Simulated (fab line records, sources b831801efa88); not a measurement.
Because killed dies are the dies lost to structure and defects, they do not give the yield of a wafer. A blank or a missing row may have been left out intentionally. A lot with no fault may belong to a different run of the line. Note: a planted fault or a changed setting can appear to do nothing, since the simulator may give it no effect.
fab line records / flow gf180mcu / part 2 of 2: steps 29 to 39 of 39
[record] lots = 5 wafers = 15 last_day = 34
route steps=602 shown HV_LDD@218 NSD@235 PSD@248
lots that met no fault: from a run of the same line without faults
start_h: hours from the record's first day to the start of the lot's first wafer shown / wait_h: hours from the lot's prior step to this one / " identical to the entry in the row above / L1.1+2: several wafers, shown together as one row / - no value present, or no start provided / * or withheld: withheld / < > ~ a bound
route shown NAME@n: NAME is a module with steps in the file, n the number in the route of the first one / usual: mean/standard deviation of fault-free wafers / same: alike in all rows / chamber/n: place in a boat / sites: each site's reading / _std_site: the standard deviation of these / _edge_site: mean of outer sites minus mean of inner sites / radius_mm: for every site, how far away it sits from the centre of the wafer / mask NAME#n: copy n / behind: the tool/chamber that last shaped the wafer / hold: why the lot was held/for how many hours/how that ended / device: transistor that didn't switch, given as n, p or np / end of line: the tests these same wafers got at the end of their route / a step given without rows: its recipe and nothing more / killed: count of dies lost to structure and defects at first sort (not the wafer's yield) / map: per-die view of a wafer (x killed, . not killed, _ where there is no die)
set.NAME: the run value of the setting; set.NAME@STEP: its run value at that earlier step / model.NAME: the simulator's own value behind a step, which no gauge read
a table for each step, a row for each wafer; lots at some steps of the route
services: when a tool's chamber went out of use (start_h, in hours from the record's first day, below 0 if earlier), for how many hours, and the reason
[[steps]]
[step GF_NSD_STRIP_11]
[recipe] chemistry = O2/N2 power_w = 1400 pressure_mtorr = 1500 platen_temp_c = 250 o2_flow_sccm = 3000 n2_flow_sccm = 300 overash_fraction = 0.5
[usual] drypump_motor_current_A = 5.6/0.46 heater_power_w = 329/30 oes_product_au = 0.487/0.0044 strip_time_to_endpoint_s = 22.96/0.037
lot.wafer=L084.2 tool=plasma_asher-03 chamber=1 start_h=378.56 wait_h=0.1 drypump_motor_current_A=5.2 heater_power_w=290 oes_product_au=0.488 rf_hours_counter_h=59 strip_time_to_endpoint_s=23.02
lot.wafer=L084.5 tool=plasma_asher-03 chamber=0 start_h=378.56 wait_h=0.1 drypump_motor_current_A=6.4 heater_power_w=327 oes_product_au=0.486 rf_hours_counter_h=- strip_time_to_endpoint_s=22.99
lot.wafer=L084.6 tool=plasma_asher-03 chamber=1 start_h=378.56 wait_h=0.1 drypump_motor_current_A=5.2 heater_power_w=284 oes_product_au=0.487 rf_hours_counter_h=- strip_time_to_endpoint_s=23.00
lot.wafer=L086.2 tool=plasma_asher-03 chamber=1 start_h=393.56 wait_h=0.1 drypump_motor_current_A=5.2 heater_power_w=293 oes_product_au=0.489 rf_hours_counter_h=61 strip_time_to_endpoint_s=22.93
lot.wafer=L086.5 tool=plasma_asher-03 chamber=0 start_h=393.56 wait_h=0.1 drypump_motor_current_A=6.4 heater_power_w=330 oes_product_au=0.491 rf_hours_counter_h=- strip_time_to_endpoint_s=22.96
lot.wafer=L086.6 tool=plasma_asher-03 chamber=1 start_h=393.56 wait_h=0.1 drypump_motor_current_A=5.2 heater_power_w=275 oes_product_au=0.491 rf_hours_counter_h=- strip_time_to_endpoint_s=22.98
lot.wafer=L089.4 tool=plasma_asher-04 chamber=0 start_h=424.33 wait_h=0.1 drypump_motor_current_A=5.2 heater_power_w=316 oes_product_au=0.493 rf_hours_counter_h=- strip_time_to_endpoint_s=23.01
lot.wafer=L089.5 tool=plasma_asher-04 chamber=1 start_h=424.33 wait_h=0.1 drypump_motor_current_A=5.4 heater_power_w=376 oes_product_au=0.493 rf_hours_counter_h=- strip_time_to_endpoint_s=23.00
lot.wafer=L089.6 tool=plasma_asher-04 chamber=0 start_h=424.33 wait_h=0.1 drypump_motor_current_A=5.1 heater_power_w=306 oes_product_au=0.494 rf_hours_counter_h=- strip_time_to_endpoint_s=23.00
lot.wafer=L093.2 tool=plasma_asher-01 chamber=1 start_h=454.56 wait_h=0.1 drypump_motor_current_A=5.8 heater_power_w=347 oes_product_au=0.482 rf_hours_counter_h=3 strip_time_to_endpoint_s=22.97
lot.wafer=L093.3 tool=plasma_asher-01 chamber=0 start_h=454.56 wait_h=0.1 drypump_motor_current_A=5.6 heater_power_w=349 oes_product_au=0.493 rf_hours_counter_h=- strip_time_to_endpoint_s=23.00
lot.wafer=L093.6 tool=plasma_asher-01 chamber=0 start_h=454.56 wait_h=0.1 drypump_motor_current_A=5.6 heater_power_w=344 oes_product_au=0.481 rf_hours_counter_h=- strip_time_to_endpoint_s=23.00
lot.wafer=L096.1 tool=plasma_asher-03 chamber=1 start_h=477.89 wait_h=0.1 drypump_motor_current_A=5.2 heater_power_w=284 oes_product_au=0.487 rf_hours_counter_h=70 strip_time_to_endpoint_s=22.94
lot.wafer=L096.2 tool=plasma_asher-03 chamber=0 start_h=477.89 wait_h=0.1 drypump_motor_current_A=6.4 heater_power_w=334 oes_product_au=0.485 rf_hours_counter_h=70 strip_time_to_endpoint_s=22.92
lot.wafer=L096.6 tool=plasma_asher-03 chamber=0 start_h=477.89 wait_h=0.1 drypump_motor_current_A=6.4 heater_power_w=323 oes_product_au=0.494 rf_hours_counter_h=- strip_time_to_endpoint_s=22.94
[step GF_NSD_TW_MEAS_12]
[usual] NSD_TW = 4278/38
lot.wafer=L084.2 tool=film_metro-03 chamber=- start_h=378.67 wait_h=0.1 NSD_TW=4243
lot.wafer=L084.5 tool=film_metro-03 chamber=- start_h=378.67 wait_h=0.1 NSD_TW=4219
lot.wafer=L084.6 tool=film_metro-03 chamber=- start_h=378.67 wait_h=0.1 NSD_TW=4260
lot.wafer=L086.2 tool=film_metro-04 chamber=- start_h=393.67 wait_h=0.1 NSD_TW=4255
lot.wafer=L086.5 tool=film_metro-04 chamber=- start_h=393.67 wait_h=0.1 NSD_TW=4267
lot.wafer=L086.6 tool=film_metro-04 chamber=- start_h=393.67 wait_h=0.1 NSD_TW=4248
lot.wafer=L089.4 tool=film_metro-04 chamber=- start_h=424.42 wait_h=0.1 NSD_TW=4278
lot.wafer=L089.5 tool=film_metro-04 chamber=- start_h=424.42 wait_h=0.1 NSD_TW=4243
lot.wafer=L089.6 tool=film_metro-04 chamber=- start_h=424.42 wait_h=0.1 NSD_TW=4245
lot.wafer=L093.2 tool=film_metro-02 chamber=- start_h=454.67 wait_h=0.1 NSD_TW=4329
lot.wafer=L093.3 tool=film_metro-02 chamber=- start_h=454.67 wait_h=0.1 NSD_TW=4354
lot.wafer=L093.6 tool=film_metro-02 chamber=- start_h=454.67 wait_h=0.1 NSD_TW=4339
lot.wafer=L096.1 tool=film_metro-02 chamber=- start_h=477.99 wait_h=0.1 NSD_TW=4360
lot.wafer=L096.2 tool=film_metro-02 chamber=- start_h=477.99 wait_h=0.1 NSD_TW=4313
lot.wafer=L096.6 tool=film_metro-02 chamber=- start_h=477.99 wait_h=0.1 NSD_TW=4352
[step GF_PSD_DEHYDRATE_00]
[recipe] temp_c = 200 time_s = 60
[same] time_s = 60
lot.wafer=L084.2+5+6 tool=litho_track-01 chamber=0 start_h=390.23 wait_h=11.5
lot.wafer=L086.2+5+6 tool=litho_track-03 chamber=0 start_h=404.23 wait_h=10.5
lot.wafer=L089.4+5+6 tool=litho_track-01 chamber=0 start_h=436.08 wait_h=11.6
lot.wafer=L093.2+3+6 tool=litho_track-01 chamber=0 start_h=465.88 wait_h=11.2
lot.wafer=L096.1+2+6 tool=litho_track-01 chamber=0 start_h=489.45 wait_h=11.5
[step GF_PSD_HMDS_01]
[recipe] prime_time_s = 60 prime_temp_c = 120
lot.wafer=L084.2+5+6 tool=litho_track-01 chamber=0 start_h=390.38 wait_h=0.1
lot.wafer=L086.2+5+6 tool=litho_track-03 chamber=0 start_h=404.38 wait_h=0.1
lot.wafer=L089.4+5+6 tool=litho_track-01 chamber=0 start_h=436.23 wait_h=0.1
lot.wafer=L093.2+3+6 tool=litho_track-01 chamber=0 start_h=466.03 wait_h=0.1
lot.wafer=L096.1+2+6 tool=litho_track-01 chamber=0 start_h=489.60 wait_h=0.1
[step GF_PSD_COAT_02]
[recipe] resist = NOVOLAK spin_rpm = 3000 resist_thk_nm = 1000
[usual] dispense_pressure_kPa = 49.6/2.2
lot.wafer=L084.2 tool=litho_track-01 chamber=0 start_h=390.53 wait_h=0.1 dispense_pressure_kPa=48.5
lot.wafer=L084.5 tool=litho_track-01 chamber=0 start_h=390.53 wait_h=0.1 dispense_pressure_kPa=48.5
lot.wafer=L084.6 tool=litho_track-01 chamber=0 start_h=390.53 wait_h=0.1 dispense_pressure_kPa=48.6
lot.wafer=L086.2 tool=litho_track-03 chamber=0 start_h=404.53 wait_h=0.1 dispense_pressure_kPa=48.1
lot.wafer=L086.5 tool=litho_track-03 chamber=0 start_h=404.53 wait_h=0.1 dispense_pressure_kPa=48.0
lot.wafer=L086.6 tool=litho_track-03 chamber=0 start_h=404.53 wait_h=0.1 dispense_pressure_kPa=48.1
lot.wafer=L089.4 tool=litho_track-01 chamber=0 start_h=436.38 wait_h=0.1 dispense_pressure_kPa=48.5
lot.wafer=L089.5 tool=litho_track-01 chamber=0 start_h=436.38 wait_h=0.1 dispense_pressure_kPa=48.5
lot.wafer=L089.6 tool=litho_track-01 chamber=0 start_h=436.38 wait_h=0.1 dispense_pressure_kPa=48.5
lot.wafer=L093.2 tool=litho_track-01 chamber=0 start_h=466.18 wait_h=0.1 dispense_pressure_kPa=48.6
lot.wafer=L093.3 tool=litho_track-01 chamber=0 start_h=466.18 wait_h=0.1 dispense_pressure_kPa=48.6
lot.wafer=L093.6 tool=litho_track-01 chamber=0 start_h=466.18 wait_h=0.1 dispense_pressure_kPa=48.6
lot.wafer=L096.1 tool=litho_track-01 chamber=0 start_h=489.75 wait_h=0.1 dispense_pressure_kPa=48.6
lot.wafer=L096.2 tool=litho_track-01 chamber=0 start_h=489.75 wait_h=0.1 dispense_pressure_kPa=48.5
lot.wafer=L096.6 tool=litho_track-01 chamber=0 start_h=489.75 wait_h=0.1 dispense_pressure_kPa=48.5
[step GF_PSD_SOFTBAKE_03]
[recipe] temp_c = 90 time_s = 60 resist = NOVOLAK
[same] time_s = 60
lot.wafer=L084.2+5+6 tool=litho_track-01 chamber=0 start_h=390.68 wait_h=0.1
lot.wafer=L086.2+5+6 tool=litho_track-03 chamber=0 start_h=404.68 wait_h=0.1
lot.wafer=L089.4+5+6 tool=litho_track-01 chamber=0 start_h=436.53 wait_h=0.1
lot.wafer=L093.2+3+6 tool=litho_track-01 chamber=0 start_h=466.33 wait_h=0.1
lot.wafer=L096.1+2+6 tool=litho_track-01 chamber=0 start_h=489.90 wait_h=0.1
[step GF_PSD_EXPOSE_04]
[recipe] mask_id = Pplus target_cd_nm = 400 na = 0.6 source_shape = conventional sigma_outer = 0.6 dose_mj = 140
[usual] stage_vel_mm_s = 500.00/0.27
[same] na = 0.6
lot.wafer=L084.2 tool=iline_stepper-02 chamber=0 start_h=- wait_h=- mask=Pplus#0 stage_vel_mm_s=499.78
lot.wafer=L084.5 tool=iline_stepper-02 chamber=0 start_h=- wait_h=- mask=Pplus#0 stage_vel_mm_s=500.01
lot.wafer=L084.6 tool=iline_stepper-02 chamber=0 start_h=- wait_h=- mask=Pplus#0 stage_vel_mm_s=499.77
lot.wafer=L086.2 tool=iline_stepper-01 chamber=0 start_h=- wait_h=- mask=Pplus#0 stage_vel_mm_s=500.13
lot.wafer=L086.5 tool=iline_stepper-01 chamber=0 start_h=- wait_h=- mask=Pplus#0 stage_vel_mm_s=500.36
lot.wafer=L086.6 tool=iline_stepper-01 chamber=0 start_h=- wait_h=- mask=Pplus#0 stage_vel_mm_s=500.08
lot.wafer=L089.4 tool=iline_stepper-02 chamber=0 start_h=- wait_h=- mask=Pplus#0 stage_vel_mm_s=500.43
lot.wafer=L089.5 tool=iline_stepper-02 chamber=0 start_h=- wait_h=- mask=Pplus#0 stage_vel_mm_s=500.10
lot.wafer=L089.6 tool=iline_stepper-02 chamber=0 start_h=- wait_h=- mask=Pplus#0 stage_vel_mm_s=500.60
lot.wafer=L093.2 tool=iline_stepper-01 chamber=0 start_h=- wait_h=- mask=Pplus#0 stage_vel_mm_s=500.04
lot.wafer=L093.3 tool=iline_stepper-01 chamber=0 start_h=- wait_h=- mask=Pplus#0 stage_vel_mm_s=499.67
lot.wafer=L093.6 tool=iline_stepper-01 chamber=0 start_h=- wait_h=- mask=Pplus#0 stage_vel_mm_s=499.84
lot.wafer=L096.1 tool=iline_stepper-02 chamber=0 start_h=- wait_h=- mask=Pplus#0 stage_vel_mm_s=499.85
lot.wafer=L096.2 tool=iline_stepper-02 chamber=0 start_h=- wait_h=- mask=Pplus#0 stage_vel_mm_s=500.06
lot.wafer=L096.6 tool=iline_stepper-02 chamber=0 start_h=- wait_h=- mask=Pplus#0 stage_vel_mm_s=500.45
[step GF_PSD_PEB_05]
[recipe] temp_c = withheld time_s = * resist = NOVOLAK
[same] time_s = *
lot.wafer=L084.2+5+6 tool=litho_track-01 chamber=0 start_h=- wait_h=-
lot.wafer=L086.2+5+6 tool=litho_track-02 chamber=0 start_h=- wait_h=-
lot.wafer=L089.4+5+6 tool=litho_track-02 chamber=0 start_h=- wait_h=-
lot.wafer=L093.2+3+6 tool=litho_track-02 chamber=0 start_h=- wait_h=-
lot.wafer=L096.1+2+6 tool=litho_track-03 chamber=0 start_h=- wait_h=-
[step GF_PSD_DEVELOP_06]
[recipe] develop_time_s = 60 dev_temp_c = 23
[usual] developer_temp_C = 22.98/0.11
lot.wafer=L084.2 tool=litho_track-01 chamber=0 start_h=401.78 wait_h=0.1 developer_temp_C=22.90
lot.wafer=L084.5 tool=litho_track-01 chamber=0 start_h=401.78 wait_h=0.1 developer_temp_C=23.00
lot.wafer=L084.6 tool=litho_track-01 chamber=0 start_h=401.78 wait_h=0.1 developer_temp_C=23.07
lot.wafer=L086.2 tool=litho_track-02 chamber=0 start_h=416.83 wait_h=0.1 developer_temp_C=22.83
lot.wafer=L086.5 tool=litho_track-02 chamber=0 start_h=416.83 wait_h=0.1 developer_temp_C=22.94
lot.wafer=L086.6 tool=litho_track-02 chamber=0 start_h=416.83 wait_h=0.1 developer_temp_C=22.92
lot.wafer=L089.4 tool=litho_track-02 chamber=0 start_h=448.48 wait_h=0.1 developer_temp_C=23.21
lot.wafer=L089.5 tool=litho_track-02 chamber=0 start_h=448.48 wait_h=0.1 developer_temp_C=23.05
lot.wafer=L089.6 tool=litho_track-02 chamber=0 start_h=448.48 wait_h=0.1 developer_temp_C=23.27
lot.wafer=L093.2 tool=litho_track-02 chamber=0 start_h=477.88 wait_h=0.1 developer_temp_C=22.84
lot.wafer=L093.3 tool=litho_track-02 chamber=0 start_h=477.88 wait_h=0.1 developer_temp_C=22.97
lot.wafer=L093.6 tool=litho_track-02 chamber=0 start_h=477.88 wait_h=0.1 developer_temp_C=23.06
lot.wafer=L096.1 tool=litho_track-03 chamber=0 start_h=501.50 wait_h=0.1 developer_temp_C=23.03
lot.wafer=L096.2 tool=litho_track-03 chamber=0 start_h=501.50 wait_h=0.1 developer_temp_C=23.04
lot.wafer=L096.6 tool=litho_track-03 chamber=0 start_h=501.50 wait_h=0.1 developer_temp_C=22.94
[step GF_PSD_CD_MEAS_07]
[recipe] target_cd_nm = 400
[usual] cd_nm = 400.7/2.2
lot.wafer=L084.2 tool=cd_sem-02 chamber=- start_h=401.92 wait_h=0.1 cd_nm=397.3
lot.wafer=L084.5 tool=cd_sem-02 chamber=- start_h=401.92 wait_h=0.1 cd_nm=398.4
lot.wafer=L084.6 tool=cd_sem-02 chamber=- start_h=401.92 wait_h=0.1 cd_nm=399.3
lot.wafer=L086.2 tool=cd_sem-01 chamber=- start_h=416.98 wait_h=0.1 cd_nm=399.9
lot.wafer=L086.5 tool=cd_sem-01 chamber=- start_h=416.98 wait_h=0.1 cd_nm=401.3
lot.wafer=L086.6 tool=cd_sem-01 chamber=- start_h=416.98 wait_h=0.1 cd_nm=399.6
lot.wafer=L089.4 tool=cd_sem-02 chamber=- start_h=448.62 wait_h=0.1 cd_nm=401.2
lot.wafer=L089.5 tool=cd_sem-02 chamber=- start_h=448.62 wait_h=0.1 cd_nm=400.6
lot.wafer=L089.6 tool=cd_sem-02 chamber=- start_h=448.62 wait_h=0.1 cd_nm=399.6
lot.wafer=L093.2 tool=cd_sem-02 chamber=- start_h=478.03 wait_h=0.1 cd_nm=398.8
lot.wafer=L093.3 tool=cd_sem-02 chamber=- start_h=478.03 wait_h=0.1 cd_nm=400.4
lot.wafer=L093.6 tool=cd_sem-02 chamber=- start_h=478.03 wait_h=0.1 cd_nm=400.2
lot.wafer=L096.1 tool=cd_sem-01 chamber=- start_h=501.65 wait_h=0.1 cd_nm=401.3
lot.wafer=L096.2 tool=cd_sem-01 chamber=- start_h=501.65 wait_h=0.1 cd_nm=399.7
lot.wafer=L096.6 tool=cd_sem-01 chamber=- start_h=501.65 wait_h=0.1 cd_nm=399.6
[step GF_PSD_OVL_MEAS_08]
[usual] PSD_OVL = 1.2/1.7
lot.wafer=L084.2 tool=overlay-02 chamber=- start_h=402.03 wait_h=0.1 PSD_OVL[nm]=0.4
lot.wafer=L084.5 tool=overlay-02 chamber=- start_h=402.03 wait_h=0.1 PSD_OVL[nm]=2.2
lot.wafer=L084.6 tool=overlay-02 chamber=- start_h=402.03 wait_h=0.1 PSD_OVL[nm]=-1.1
lot.wafer=L086.2 tool=overlay-02 chamber=- start_h=417.08 wait_h=0.1 PSD_OVL[nm]=3.0
lot.wafer=L086.5 tool=overlay-02 chamber=- start_h=417.08 wait_h=0.1 PSD_OVL[nm]=2.2
lot.wafer=L086.6 tool=overlay-02 chamber=- start_h=417.08 wait_h=0.1 PSD_OVL[nm]=2.1
lot.wafer=L089.4 tool=overlay-01 chamber=- start_h=448.69 wait_h=0.1 PSD_OVL[nm]=1.9
lot.wafer=L089.5 tool=overlay-01 chamber=- start_h=448.69 wait_h=0.1 PSD_OVL[nm]=-1.0
lot.wafer=L089.6 tool=overlay-01 chamber=- start_h=448.69 wait_h=0.1 PSD_OVL[nm]=0.6
lot.wafer=L093.2 tool=overlay-02 chamber=- start_h=478.13 wait_h=0.1 PSD_OVL[nm]=-1.7
lot.wafer=L093.3 tool=overlay-02 chamber=- start_h=478.13 wait_h=0.1 PSD_OVL[nm]=-0.4
lot.wafer=L093.6 tool=overlay-02 chamber=- start_h=478.13 wait_h=0.1 PSD_OVL[nm]=-1.7
lot.wafer=L096.1 tool=overlay-02 chamber=- start_h=501.77 wait_h=0.1 PSD_OVL[nm]=1.7
lot.wafer=L096.2 tool=overlay-02 chamber=- start_h=501.77 wait_h=0.1 PSD_OVL[nm]=3.9
lot.wafer=L096.6 tool=overlay-02 chamber=- start_h=501.77 wait_h=0.1 PSD_OVL[nm]=3.5
[[services]]
tool=implanter-01 chamber=- start_h=323.77 hours=3.4 kind=pm
tool=implanter-02 chamber=- start_h=329.19 hours=4.8 kind=pm
tool=implanter-03 chamber=- start_h=333.79 hours=1.4 kind=repair
tool=plasma_asher-01 chamber=- start_h=338.43 hours=3.3 kind=repair
tool=plasma_asher-03 chamber=- start_h=344.01 hours=4.4 kind=repair
tool=implanter-02 chamber=- start_h=344.79 hours=2.3 kind=repair
tool=implanter-02 chamber=- start_h=347.03 hours=0.9 kind=repair
tool=rie_diel-02 chamber=- start_h=357.50 hours=4.7 kind=repair
tool=rie_diel-02 chamber=- start_h=364.19 hours=2.9 kind=repair
tool=rie_diel-01 chamber=1 start_h=364.79 hours=3.3 kind=repair
tool=implanter-04 chamber=- start_h=373.25 hours=14.6 kind=pm
tool=implanter-03 chamber=- start_h=383.55 hours=4.2 kind=pm
tool=rie_diel-02 chamber=2 start_h=389.73 hours=8.1 kind=repair
tool=implanter-02 chamber=- start_h=395.77 hours=1.6 kind=repair
tool=rie_diel-02 chamber=1 start_h=407.66 hours=2.0 kind=repair
tool=iline_stepper-01 chamber=- start_h=417.02 hours=2.1 kind=pm
tool=plasma_asher-02 chamber=- start_h=428.39 hours=2.3 kind=repair
tool=lpcvd-01 chamber=- start_h=435.08 hours=1.2 kind=repair
tool=implanter-01 chamber=- start_h=437.49 hours=100.8 kind=pm
tool=iline_stepper-02 chamber=- start_h=450.67 hours=1.7 kind=pm
tool=implanter-04 chamber=- start_h=455.43 hours=3.6 kind=repair
tool=plasma_asher-02 chamber=- start_h=481.29 hours=0.5 kind=repair
tool=lpcvd-01 chamber=- start_h=490.43 hours=2.8 kind=pm
tool=iline_stepper-01 chamber=- start_h=498.32 hours=1.7 kind=pm
